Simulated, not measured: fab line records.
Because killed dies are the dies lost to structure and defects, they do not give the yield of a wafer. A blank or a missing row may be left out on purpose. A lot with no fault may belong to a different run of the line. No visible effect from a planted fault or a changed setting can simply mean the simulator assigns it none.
The tool behind it: which one? / flow sky130 / 11 lots with 32 wafers sampled at 5 steps, on a route of 708 steps

WHAT THE GAUGES READ, wafer by wafer
SKY_VIA1_OVL_MEAS_13.
lot=L784; measured=day 34 16:29; on=overlay-02; VIA1_OVL (nm)=6 2 7
lot=L785; measured=day 34 20:18; on=overlay-02; VIA1_OVL (nm)=2 2 0
lot=L791; measured=day 36 15:31; on=overlay-01; VIA1_OVL (nm)=12 12 15
lot=L793; measured=day 37 16:17; on=overlay-02; VIA1_OVL (nm)=6 4 9
lot=L794; measured=day 37 17:33; on=overlay-02; VIA1_OVL (nm)=14 8 11
lot=L795; measured=day 38 00:25; on=overlay-01; VIA1_OVL (nm)=3 4
lot=L799; measured=day 38 23:21; on=overlay-02; VIA1_OVL (nm)=3 5 3
lot=L800; measured=day 39 05:58; on=overlay-02; VIA1_OVL (nm)=10 5 11
lot=L804; measured=day 40 07:31; on=overlay-01; VIA1_OVL (nm)=0 5 7
lot=L807; measured=day 41 09:43; on=overlay-02; VIA1_OVL (nm)=12 11 7
lot=L806; measured=day 41 13:25; on=overlay-02; VIA1_OVL (nm)=6 8 8

SKY_VIA2_THK_MEAS_01.
lot=L784; measured=day 35 21:49; on=filmMetro-04; VIA2_HDPCVD_THK (nm)=1181 1189 1176
lot=L785; measured=day 36 01:38; on=filmMetro-02; VIA2_HDPCVD_THK (nm)=1185 1146 1202
lot=L791; measured=day 37 20:06; on=filmMetro-04; VIA2_HDPCVD_THK (nm)=1181 1683 1180 1181 1682 1178
lot=L793; measured=day 38 20:20; on=filmMetro-02; VIA2_HDPCVD_THK (nm)=1170 1686 1188 1170 1686 1187
lot=L794; measured=day 38 21:49; on=filmMetro-01; VIA2_HDPCVD_THK (nm)=1682 1177 1192 1684 1177 1191
lot=L795; measured=day 39 03:50; on=filmMetro-01; VIA2_HDPCVD_THK (nm)=1158 1190
lot=L799; measured=day 40 02:50; on=filmMetro-01; VIA2_HDPCVD_THK (nm)=1171 1174 1177
lot=L800; measured=day 40 09:25; on=filmMetro-01; VIA2_HDPCVD_THK (nm)=1180 1179 1172
lot=L804; measured=day 41 10:07; on=filmMetro-02; VIA2_HDPCVD_THK (nm)=1155 1177 1170
lot=L807; measured=day 42 12:22; on=filmMetro-01; VIA2_HDPCVD_THK (nm)=1179 1194 1186
lot=L806; measured=day 42 16:38; on=filmMetro-01; VIA2_HDPCVD_THK (nm)=1182 1196 1185

WHICH TOOL RAN EACH LOT (tool, then ch and the chambers of the sampled wafers, then the start)
lot=L784; SKY_VIA1_CMP_24=cmp-01 ch 1,2,3, day 34 17:38; SKY_METAL2_METAL_ETCH_19=rieMetal-03 ch 0,1, day 35 21:00; SKY_VIA2_HDPCVD_00=hdpcvd-02 ch 0,1,2, day 35 21:41
lot=L785; SKY_VIA1_CMP_24=cmp-01 ch 1,2, day 34 21:20; SKY_METAL2_METAL_ETCH_19=rieMetal-02 ch 0,1, day 36 00:49; SKY_VIA2_HDPCVD_00=hdpcvd-02 ch 0,1,2, day 36 01:31
lot=L791; SKY_VIA1_CMP_24=cmp-02 ch 0,2, day 36 16:39; SKY_METAL2_METAL_ETCH_19=rieMetal-03 ch 0,1, day 37 19:18; SKY_VIA2_HDPCVD_00=hdpcvd-02 ch 0,1,2, day 37 19:58
lot=L793; SKY_VIA1_CMP_24=cmp-02 ch 0,1,3, day 37 17:26; SKY_METAL2_METAL_ETCH_19=rieMetal-04 ch 0,1, day 38 19:31; SKY_VIA2_HDPCVD_00=hdpcvd-02 ch 0,1,2, day 38 20:13
lot=L794; SKY_VIA1_CMP_24=cmp-02 ch 0,1,2, day 37 18:36; SKY_METAL2_METAL_ETCH_19=rieMetal-02 ch 0,1, day 38 21:00; SKY_VIA2_HDPCVD_00=hdpcvd-02 ch 0,1,2, day 38 21:41
lot=L795; SKY_VIA1_CMP_24=cmp-01 ch 1, day 38 01:31; SKY_METAL2_METAL_ETCH_19=rieMetal-04 ch 0,1, day 39 02:58; SKY_VIA2_HDPCVD_00=hdpcvd-02 ch 1,2, day 39 03:41
lot=L799; SKY_VIA1_CMP_24=cmp-01 ch 1,3, day 39 00:43; SKY_METAL2_METAL_ETCH_19=rieMetal-03 ch 0,1, day 40 02:01; SKY_VIA2_HDPCVD_00=hdpcvd-01 ch 0,1, day 40 02:43
lot=L800; SKY_VIA1_CMP_24=cmp-02 ch 1,2, day 39 07:05; SKY_METAL2_METAL_ETCH_19=rieMetal-04 ch 0,1, day 40 08:36; SKY_VIA2_HDPCVD_00=hdpcvd-01 ch 1,2, day 40 09:17
lot=L804; SKY_VIA1_CMP_24=cmp-02 ch 1,2,3, day 40 08:41; SKY_METAL2_METAL_ETCH_19=rieMetal-02 ch 0,1, day 41 09:18; SKY_VIA2_HDPCVD_00=hdpcvd-02 ch 0,1,2, day 41 10:01
lot=L807; SKY_VIA1_CMP_24=cmp-02 ch 1,3, day 41 10:46; SKY_METAL2_METAL_ETCH_19=rieMetal-02 ch 0,1, day 42 11:29; SKY_VIA2_HDPCVD_00=hdpcvd-02 ch 0,1, day 42 12:14
lot=L806; SKY_VIA1_CMP_24=cmp-01 ch 1,2, day 41 14:29; SKY_METAL2_METAL_ETCH_19=rieMetal-04 ch 0,1, day 42 15:49; SKY_VIA2_HDPCVD_00=hdpcvd-02 ch 0,1,2, day 42 16:32
- SKY_VIA1_CMP_24: polishes, stops on SiO2, t overpolish 15 s, target thk 0 nm.
- SKY_METAL2_METAL_ETCH_19: etches the open film in Cl2/BCl3, stops on SiO2, target depth 360 nm, time 78 s.
- SKY_VIA2_HDPCVD_00: deposits SiO2, target thk 1180 nm, time 196.7 s.

AS READ BY THE TOOLS THEMSELVES (means over the sampled wafers that have a number; for cases with no such wafer, the mark the record gives instead)
SKY_VIA1_CMP_24.
lot=L784; tool=cmp-01; motorCurrentA (A)=11.8; overpolishRunS (s)=14.985; platenRpm (rpm)=59.99; timeToEndpointS (s)=62
lot=L785; tool=cmp-01; motorCurrentA (A)=12.8; overpolishRunS (s)=14.993; platenRpm (rpm)=60.01; timeToEndpointS (s)=65
lot=L791; tool=cmp-02; motorCurrentA (A)=11.1; overpolishRunS (s)=15.005; platenRpm (rpm)=59.98; timeToEndpointS (s)=65
lot=L793; tool=cmp-02; motorCurrentA (A)=11.2; overpolishRunS (s)=14.994; platenRpm (rpm)=60.01; timeToEndpointS (s)=66
lot=L794; tool=cmp-02; motorCurrentA (A)=11.1; overpolishRunS (s)=14.996; platenRpm (rpm)=59.98; timeToEndpointS (s)=63
lot=L795; tool=cmp-01; motorCurrentA (A)=11.1; overpolishRunS (s)=14.992; platenRpm (rpm)=59.96; timeToEndpointS (s)=62
lot=L799; tool=cmp-01; motorCurrentA (A)=11.1; overpolishRunS (s)=15.005; platenRpm (rpm)=59.97; timeToEndpointS (s)=63
lot=L800; tool=cmp-02; motorCurrentA (A)=10.5; overpolishRunS (s)=14.998; platenRpm (rpm)=59.98; timeToEndpointS (s)=71
lot=L804; tool=cmp-02; motorCurrentA (A)=10.5; overpolishRunS (s)=15.006; platenRpm (rpm)=59.96; timeToEndpointS (s)=68
lot=L807; tool=cmp-02; motorCurrentA (A)=10.4; overpolishRunS (s)=15.002; platenRpm (rpm)=59.99; timeToEndpointS (s)=70
lot=L806; tool=cmp-01; motorCurrentA (A)=12.4; overpolishRunS (s)=14.999; platenRpm (rpm)=60.03; timeToEndpointS (s)=60

SKY_METAL2_METAL_ETCH_19.
lot=L784; tool=rieMetal-03; biasW (W)=48.42; drypumpMotorCurrentA (A)=5.8; oesProductAu (a.u.)=0.851; throttleValvePct (%)=22.265
lot=L785; tool=rieMetal-02; biasW (W)=48.65; drypumpMotorCurrentA (A)=5.5; oesProductAu (a.u.)=0.853; throttleValvePct (%)=22.268
lot=L791; tool=rieMetal-03; biasW (W)=48.45; drypumpMotorCurrentA (A)=5.9; oesProductAu (a.u.)=0.855; throttleValvePct (%)=22.257
lot=L793; tool=rieMetal-04; biasW (W)=48.66; drypumpMotorCurrentA (A)=5.3; oesProductAu (a.u.)=0.863; throttleValvePct (%)=22.266
lot=L794; tool=rieMetal-02; biasW (W)=48.43; drypumpMotorCurrentA (A)=5.5; oesProductAu (a.u.)=0.857; throttleValvePct (%)=22.255
lot=L795; tool=rieMetal-04; biasW (W)=48.55; drypumpMotorCurrentA (A)=5.3; oesProductAu (a.u.)=0.864; throttleValvePct (%)=22.264
lot=L799; tool=rieMetal-03; biasW (W)=48.55; drypumpMotorCurrentA (A)=5.8; oesProductAu (a.u.)=0.865; throttleValvePct (%)=22.247
lot=L800; tool=rieMetal-04; biasW (W)=48.50; drypumpMotorCurrentA (A)=5.3; oesProductAu (a.u.)=0.852; throttleValvePct (%)=22.270
lot=L804; tool=rieMetal-02; biasW (W)=48.60; drypumpMotorCurrentA (A)=6.0; oesProductAu (a.u.)=0.856; throttleValvePct (%)=22.268
lot=L807; tool=rieMetal-02; biasW (W)=48.48; drypumpMotorCurrentA (A)=6.0; oesProductAu (a.u.)=0.862; throttleValvePct (%)=22.260
lot=L806; tool=rieMetal-04; biasW (W)=48.56; drypumpMotorCurrentA (A)=5.3; oesProductAu (a.u.)=0.861; throttleValvePct (%)=22.262

SKY_VIA2_HDPCVD_00.
lot=L784; tool=hdpcvd-02; runLengthS (s)=224.3
lot=L785; tool=hdpcvd-02; runLengthS (s)=224.5
lot=L791; tool=hdpcvd-02; runLengthS (s)=251.6
lot=L793; tool=hdpcvd-02; runLengthS (s)=251.8
lot=L794; tool=hdpcvd-02; runLengthS (s)=251.8
lot=L795; tool=hdpcvd-02; runLengthS (s)=224.6
lot=L799; tool=hdpcvd-01; runLengthS (s)=224.6
lot=L800; tool=hdpcvd-01; runLengthS (s)=223.9
lot=L804; tool=hdpcvd-02; runLengthS (s)=224.3
lot=L807; tool=hdpcvd-02; runLengthS (s)=224.2
lot=L806; tool=hdpcvd-02; runLengthS (s)=224.3

THE ANSWER, worked out from the rows above alone
Rule: usual is defined by the lots themselves. The widest of any qualifying gaps counts: lots, ordered by their means at a reading, are off when they make up no more than a third of the lots, leave a main group of 4 or more, and stand apart from it by 3 or more times the standard deviation of that group's means. A main group is skipped when, at the precision printed for the reading in the tables above, its means are all equal. A lot without any number at a reading at which 4 lots or more have one is off too. The other lots that the step has rows for count as sound. The gauges are gone through in route order, then the tools' own readings, and for those a lot's mean is taken as printed above. At the first step where some lot is off, the reading lying furthest off is the one used; lots without a number count as furthest.
Off: at SKY_VIA2_THK_MEAS_01 (VIA2_HDPCVD_THK), L791, L793, L794. Mean 1178 nm and standard deviation 6.4 in the main group.
If a tool, at a process step before that reading, ran all the lots that are off and no sound lot after the first of them, it fits. The gauges at SKY_VIA2_THK_MEAS_01 aren't tried: what is off there is off at SKY_VIA2_HDPCVD_00 too, on other tools, and a gauge's error can't cause that. No candidate that was tried fits.

WHAT THE SIMULATOR HAD PUT IN
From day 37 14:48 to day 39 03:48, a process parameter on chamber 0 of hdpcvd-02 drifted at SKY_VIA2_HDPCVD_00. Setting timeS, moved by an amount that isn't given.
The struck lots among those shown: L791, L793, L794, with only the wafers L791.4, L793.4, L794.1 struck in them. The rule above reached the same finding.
